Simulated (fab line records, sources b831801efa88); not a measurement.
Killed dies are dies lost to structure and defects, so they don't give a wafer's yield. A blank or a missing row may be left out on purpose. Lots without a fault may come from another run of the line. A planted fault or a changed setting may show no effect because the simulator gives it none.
Chamber matching | flow gf180mcu | GF_V2_CMP_26 on cmp-02: 4 sister chambers
The step polishes, stops on SiO2, t overpolish 15 s, target thk 0 nm. 18 wafers are shown with their chamber, then 9 later ones without.

WAFERS WITH THEIR CHAMBER
wafer  | chamber | motor_current_A (A) | time_to_endpoint_s (s) | overpolish_run_s (s)
L075.2 | 2       | 11.0                | 84                     | 15.001
L075.5 | 3       | 10.8                | 83                     | 15.007
L075.6 | 2       | 11.2                | 85                     | 15.018
L077.2 | 0       | 12.5                | 84                     | 15.000
L077.3 | 1       | 10.0                | 95                     | 14.994
L077.6 | 0       | 12.9                | 87                     | 14.982
L080.1 | 0       | 13.4                | 83                     | 14.999
L080.2 | 3       | 11.0                | 84                     | 15.002
L080.6 | 2       | 11.1                | 86                     | 15.000
L083.1 | 3       | 10.2                | 84                     | 15.006
L083.3 | 2       | 11.2                | 84                     | 15.002
L083.5 | 0       | 12.8                | 86                     | 14.995
L086.1 | 1       | 10.0                | 92                     | 14.998
L086.4 | 2       | 10.9                | 85                     | 14.996
L086.5 | 3       | 10.5                | 83                     | 15.000
L088.1 | 2       | 11.7                | 85                     | 15.000
L088.2 | 0       | 12.5                | 82                     | 14.996
L088.5 | 1       | 9.5                 | 95                     | 15.003

SIGNATURES (means of the wafers above)
reading            | chamber 0 | chamber 1 | chamber 2 | chamber 3 | scatter within a chamber
motor_current_A    | 12.820    | 9.833     | 11.183    | 10.625    | 0.324
time_to_endpoint_s | 84.40     | 94.00     | 84.83     | 83.50     | 1.39
overpolish_run_s   | 14.99440  | 14.99833  | 15.00283  | 15.00375  | 0.00643
Rule: a wafer's distance from a chamber is the root of the sum, over the readings, of the square of ((its reading less the chamber's mean) divided by the reading's scatter). The wafer belongs to the nearest chamber; if the next one is less than 2 further off, it can't be placed. The scatter: the root of (the sum of the squares of (reading less its chamber's mean) over the shown wafers, divided by (wafers less chambers)).

WAFERS WITHOUT THEIR CHAMBER
wafer  | motor_current_A (A) | time_to_endpoint_s (s) | overpolish_run_s (s)
L091.2 | 10.1                | 84                     | 15.012
L091.3 | 13.3                | 85                     | 14.998
L091.6 | 9.5                 | 92                     | 15.008
L092.1 | 9.7                 | 91                     | 14.985
L092.3 | 10.3                | 82                     | 15.000
L092.4 | 11.2                | 82                     | 15.010
L095.3 | 9.7                 | 87                     | 14.997
L095.4 | 11.4                | 82                     | 15.010
L095.6 | 9.8                 | 84                     | 14.982

WHICH CHAMBER EACH WENT THROUGH
wafer  | from the rows above          | in truth
L091.2 | can't be placed: 3 or 2      | 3
L091.3 | 0                            | 0
L091.6 | 1                            | 1
L092.1 | 1                            | 1
L092.3 | can't be placed: 3 or 2      | 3
L092.4 | can't be placed: 3 or 2      | 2
L095.3 | can't be placed: 3 or 2 or 1 | 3
L095.4 | can't be placed: 2 or 3      | 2
L095.6 | can't be placed: 3 or 2      | 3
Placed correctly: 3 of 9. Can't be placed from these rows: 6 (the true chamber is among the candidates in 6). Placed wrongly: 0.
